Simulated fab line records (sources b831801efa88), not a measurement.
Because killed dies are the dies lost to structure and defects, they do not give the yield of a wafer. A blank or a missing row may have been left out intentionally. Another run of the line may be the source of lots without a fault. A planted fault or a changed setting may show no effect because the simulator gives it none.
Struck lot and sound lot, side by side / flow gf180mcu / 14 out of 602 route steps
Sound: wafers L969.4, L969.5, L969.6. The struck wafers were L980.2, L980.5, L980.6. The cause comes at the end.
Per side, at each step with rows, come the tool, then ch with its chambers, and then its first start. Under that, the readings that differ: sound wafers / struck wafers / difference of the means / sigmas: that difference in standard deviations of wafers without a fault.
alike: readings whose means differ by less than 2 such deviations, and words and numbers that are the same on both sides. not compared: withheld readings, readings that some wafer has no value for, bounds like >300 that may hide the same value, and numbers for which the record gives no deviation and whose values overlap.
The two part at a step that has a row with sigmas, a row that says differs or no value, or rows on one side only. Non-overlapping numbers with no deviation appear without sigmas and do not part them. A reading missing from all wafers of one side parts the sides only when that side holds two or more wafers.

GF_V2_OVL_MEAS_15:
  sound on overlay-01 at day 23 09:01; struck on overlay-01 at day 26 21:09
  alike: V2_OVL
then, 2 steps without rows for these wafers: GF_V2_ETCH_16 (etches BARC in N2/H2); GF_V2_ETCH_17 (etches SiO2 in C4F8/O2/Ar, stops on TiN, target depth 630 nm).
GF_V2_STRIP_18: strips in O2/N2.
  sound on plasmaAsher-03 ch 0,1, day 23 09:12; struck on plasmaAsher-03 ch 0,1, day 26 21:18
  alike: drypumpMotorCurrentA, heaterPowerW, n2FlowSccm, oesProductAu
  not compared: rfHoursCounterH
then, 2 steps without rows for these wafers: GF_V2_STRIP_19 (strips in post etch residue remover, time 1200 s); GF_V2_CLEAN_20 (cleans in DIW).
GF_V2_SPUTTER_21: material Ti, target thk 15 nm, time 80.02 s.
  sound on pvdSputter-03 at day 23 09:44; struck on pvdSputter-01 at day 26 21:59
  alike: cathodeDcPowerW, throttleValvePct
GF_V2_SPUTTER_22: material TiN, target thk 10 nm, time 40 s.
  sound on pvdSputter-03 at day 23 09:48; struck on pvdSputter-01 at day 26 22:02
  alike: cathodeDcPowerW, throttleValvePct
then, 1 step without rows for these wafers: GF_V2_CVD_23 (deposits W, target thk 350 nm, time 104.94 s).
GF_V2_RS_MEAS_24: measurement is done with a four-point probe.
  sound on filmMetro-04 at day 23 10:01; struck on filmMetro-01 at day 26 22:13
  alike: V2_W_RS
GF_V2_THK_MEAS_25: measures by xrf.
  sound on filmMetro-04 at day 23 10:07; struck on filmMetro-01 at day 26 22:19
  alike: V2_W_THK
GF_V2_CMP_26: polishes, stops on SiO2, t overpolish 15 s, target thk 0 nm.
  sound on cmp-02 ch 0,1, day 23 10:11; struck on cmp-02 ch 0,3, day 26 22:38
  alike: headPressurePsi, motorCurrentA, overpolishRunS, retainingRingPressureFrac, timeToEndpointS
GF_M3_SPUTTER_00: material Ti, target thk 37.5 nm, time 150 s.
  sound on pvdSputter-02 at day 23 10:26; struck on pvdSputter-03 at day 26 22:53
reading=cathodeDcPowerW (W); sound=4001.4 3999.6 3998.6; struck=3095.8 3095.8 3095.7; difference=-904.1; sigmas=-99 or more
reading=model.Ti_of_M3_SPUTTER_00.thkNm (nm); sound=37.21 37.14 37.31; struck=29.73 29.83 29.29; difference=-7.60; sigmas=
  alike: throttleValvePct
GF_M3_SPUTTER_01: material TiN, target thk 30 nm, time 25 s.
  sound on pvdSputter-02 at day 23 10:32; struck on pvdSputter-03 at day 26 22:59
  alike: cathodeDcPowerW, throttleValvePct

WHERE THEY PART
Only at GF_M3_SPUTTER_00, as far as this record shows. Later steps at which nothing parts them and some readings are alike: GF_M3_SPUTTER_01.

WHY: the cause the simulator had injected
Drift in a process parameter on pvdSputter-03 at GF_M3_SPUTTER_00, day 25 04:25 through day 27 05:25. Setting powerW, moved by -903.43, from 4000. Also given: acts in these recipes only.
